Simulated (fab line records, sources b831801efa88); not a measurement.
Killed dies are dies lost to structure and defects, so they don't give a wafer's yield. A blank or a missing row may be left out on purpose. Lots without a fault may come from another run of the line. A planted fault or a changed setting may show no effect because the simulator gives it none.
Which tool did it? | flow sky130 | 10 lots, 30 wafers sampled, at 1 step of a route of 708

WHAT THE GAUGES READ, wafer by wafer
SKY_METAL4_OVL_MEAS_14.
lot  | measured     | on         | METAL4_OVL (nm)
L368 | day 41 09:56 | overlay-02 | 0 -3 -6
L372 | day 43 00:55 | overlay-02 | 2 5 0
L376 | day 44 06:13 | overlay-02 | -11 -4 -11
L381 | day 45 11:06 | overlay-01 | -8 0 1
L383 | day 45 21:21 | overlay-02 | -6 -3 -2
L385 | day 46 11:22 | overlay-02 | -12 -6 -12
L388 | day 47 05:44 | overlay-02 | -4 -1 -5
L389 | day 47 08:37 | overlay-02 | 1 -2 -1
L391 | day 48 09:57 | overlay-02 | -1 -3 -5
L390 | day 48 13:11 | overlay-01 | -3 1 6

WHICH TOOL RAN EACH LOT (tool, then ch and the chambers of the sampled wafers, then the start)
The record holds no process step before these readings.

WHAT THE TOOLS THEMSELVES READ (means of the sampled wafers that have a number; where no wafer has one, the mark that the record gives instead)
The record holds no such reading with a usual standard deviation.

THE ANSWER, worked out from the rows above alone
Rule: what is usual is taken from the lots themselves. Put in order of their means at a reading, lots are off if they are a third of the lots or fewer, leave a main group of 4 or more, and stand apart from it by a gap of 3 or more times the standard deviation of the main group's means; of several such gaps the widest counts. A main group whose means are all the same, to the digits that the tables above print for the reading, isn't used. A lot without any number at a reading at which 4 lots or more have one is off too. The other lots that the step has rows for count as sound. The gauges are gone through in route order, then the tools' own readings, and for those a lot's mean is taken as printed above. The first step at which some lot is off is used, and at that step the reading that is off furthest; a lot without a number counts as furthest.
No lot is off at any reading shown: from this, nothing can be told.

WHAT THE SIMULATOR HAD PUT IN
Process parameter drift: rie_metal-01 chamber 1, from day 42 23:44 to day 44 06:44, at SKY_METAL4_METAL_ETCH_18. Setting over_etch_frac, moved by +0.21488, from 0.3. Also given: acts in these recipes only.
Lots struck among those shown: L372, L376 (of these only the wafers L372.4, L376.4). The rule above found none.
